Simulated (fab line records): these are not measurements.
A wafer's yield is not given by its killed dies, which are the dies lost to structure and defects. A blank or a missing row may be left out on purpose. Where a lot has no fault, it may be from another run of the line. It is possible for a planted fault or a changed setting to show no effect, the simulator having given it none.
2 desks, one fault || flow gf180mcu || numbers are kept per desk, each desk with only its own; the story behind them comes last

METROLOGY DESK
What the gauges read for every lot (on any tool): the sampled wafers with a number, averaged. The brackets show how far a lot's mean lies from the usual mean; more than 4 standard deviations puts the lot out of limits, marked OUT.
Columns: A = cd_nm at GF_M1_CD_MEAS_14, usual 230.1 nm; B = V1_CVD_00_THK at GF_V1_THK_MEAS_01, usual 600 nm
{"lot": "L710", "first seen here": "day 17 17:47", "A": 230.2, "B": 597}
{"lot": "L708", "first seen here": "day 17 20:17", "A": 230.2, "B": 605}
{"lot": "L713", "first seen here": "day 18 15:47", "A": 230.6, "B": "305 (-34) OUT"}
{"lot": "L715", "first seen here": "day 19 04:29", "A": 229.6, "B": 600}
{"lot": "L716", "first seen here": "day 19 19:29", "A": 228.8, "B": "297 (-34) OUT"}
{"lot": "L723", "first seen here": "day 22 04:50", "A": 230.0, "B": 610}
{"lot": "L724", "first seen here": "day 22 11:31", "A": 229.5, "B": 607}
{"lot": "L725", "first seen here": "day 23 00:14", "A": 230.8, "B": 597}
{"lot": "L726", "first seen here": "day 23 04:47", "A": 232.1, "B": 613}
{"lot": "L727", "first seen here": "day 23 16:38", "A": 228.7, "B": 589}
{"lot": "L728", "first seen here": "day 23 23:19", "A": 230.6, "B": 594}
{"lot": "L730", "first seen here": "day 24 14:56", "A": 231.1, "B": 601}
This desk's result: L713, L716 out of limits, first on L713 (V1_CVD_00_THK at GF_V1_THK_MEAS_01), day 18 16:40. Within limits: L710, L708, L715, L723, L724, L725, L726, L727, L728, L730.

TOOL OWNER'S DESK, hdpcvd-02
The tool's own readings at GF_V1_CVD_00 (deposits SiO2, target thk 600 nm, time 100 s): means of the sampled wafers that have a number, for each lot that ran on this tool. The brackets show how far a lot's mean lies from the usual mean; more than 4 standard deviations puts the lot out of limits, marked OUT.
Columns: A = sih4_flow_sccm at GF_V1_CVD_00, usual 60.00 sccm
{"lot": "L708", "first seen here": "day 17 21:06", "A": 60.10}
{"lot": "L713", "first seen here": "day 18 16:35", "A": "29.93 (-99 or more) OUT"}
{"lot": "L716", "first seen here": "day 19 20:26", "A": "30.15 (-99 or more) OUT"}
{"lot": "L724", "first seen here": "day 22 12:31", "A": 60.06}
{"lot": "L725", "first seen here": "day 23 01:24", "A": 60.00}
{"lot": "L726", "first seen here": "day 23 05:36", "A": 59.78}
{"lot": "L727", "first seen here": "day 23 17:36", "A": 60.04}
{"lot": "L728", "first seen here": "day 24 00:07", "A": 59.97}
{"lot": "L730", "first seen here": "day 24 15:42", "A": 60.03}
Finding of this desk: L713, L716 out of limits; the first was L713 at day 18 16:35, on sih4_flow_sccm at GF_V1_CVD_00. Within limits: L708, L724, L725, L726, L727, L728, L730.

TAKEN TOGETHER
The tool owner's desk could have raised an alarm at day 18 16:35, on L713, L716.
An alarm was possible from the metrology desk at day 18 16:40, on L713, L716.
All the named lots went through GF_V1_CVD_00 on hdpcvd-02.

WHAT THE SIMULATOR PUT IN
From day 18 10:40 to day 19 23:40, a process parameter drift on hdpcvd-02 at GF_V1_CVD_00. A move of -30 in setting sih4_flow_sccm, from 60. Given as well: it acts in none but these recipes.
Struck lots among those shown: L713, L716.
Hours from the fault's start to each desk's first reading out of limits: the tool owner's desk, 6; the metrology desk, 6.
